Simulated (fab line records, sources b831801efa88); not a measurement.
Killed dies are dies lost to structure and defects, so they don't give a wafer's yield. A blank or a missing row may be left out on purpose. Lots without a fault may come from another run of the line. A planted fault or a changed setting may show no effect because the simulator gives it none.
One fault seen from 2 desks | flow sfq_line | each desk has only its own numbers; what lay behind them comes last

THE METROLOGY DESK
What the gauges read, lot by lot, whatever tool the lot ran on: means of the sampled wafers that have a number. A lot is out of limits, marked OUT, if its mean lies more than 4 standard deviations from the usual mean; the brackets give that distance.
Columns: A = I5_OVL at SFQ_I5_OVL_MEAS_936, usual 1 nm; B = C5_OVL at SFQ_C5_OVL_MEAS_937, usual 0 nm
lot  | first seen here | A  | B
L190 | day 69 08:02    | 1  | -5
L196 | day 71 12:07    | 0  | -5
L197 | day 71 14:31    | 11 | 8
L206 | day 75 18:29    | -1 | 13
L207 | day 79 22:13    | -0 | 5
L208 | day 79 23:25    | 0  | -0
This desk's finding: nothing out of limits on any of the 6 lots.

THE TOOL OWNER'S DESK: rie_diel-04
The tool's own readings at SFQ_TRILAYER_C5_BARC_OPEN_VIA_ETCH_210 (etches BARC in O2, target depth 125 nm, time 41.7 s): means of the sampled wafers that have a number, for each lot that ran on this tool. A lot is out of limits, marked OUT, if its mean lies more than 4 standard deviations from the usual mean; the brackets give that distance.
Columns: A = drypump_motor_current_A at SFQ_TRILAYER_C5_BARC_OPEN_VIA_ETCH_210, usual 5.8 A; B = oes_product_au at SFQ_TRILAYER_C5_BARC_OPEN_VIA_ETCH_210, usual 0.685 a.u.; C = run_length_s at SFQ_TRILAYER_C5_BARC_OPEN_VIA_ETCH_210, usual 70.0 s
lot  | first seen here | A   | B               | C
L196 | day 75 07:28    | 5.7 | 0.686           | 69.9
L197 | day 76 15:27    | 5.8 | 0.689           | 69.8
L206 | day 79 14:23    | 5.5 | 0.762 (+16) OUT | 63.5 (-13) OUT
L207 | day 80 01:31    | 5.7 | 0.766 (+17) OUT | 63.8 (-13) OUT
This desk's finding: out of limits on L206, L207; first on L206, day 79 14:23 (oes_product_au at SFQ_TRILAYER_C5_BARC_OPEN_VIA_ETCH_210). In limits: L196, L197.

PUT TOGETHER
The tool owner's desk could have raised an alarm at day 79 14:23, on L206, L207.
The metrology desk saw nothing out of limits.
The metrology desk has L206, L207 on record, within its limits.
Of the lots named, all ran SFQ_TRILAYER_C5_BARC_OPEN_VIA_ETCH_210 on rie_diel-04.

WHAT THE SIMULATOR HAD PUT IN
Process parameter drift: rie_diel-04, from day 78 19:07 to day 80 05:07, at SFQ_TRILAYER_C5_BARC_OPEN_VIA_ETCH_210. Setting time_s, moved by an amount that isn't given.
Lots struck among those shown: L206, L207.
Hours from the fault's start to each desk's first reading out of limits: the tool owner's desk, 19.
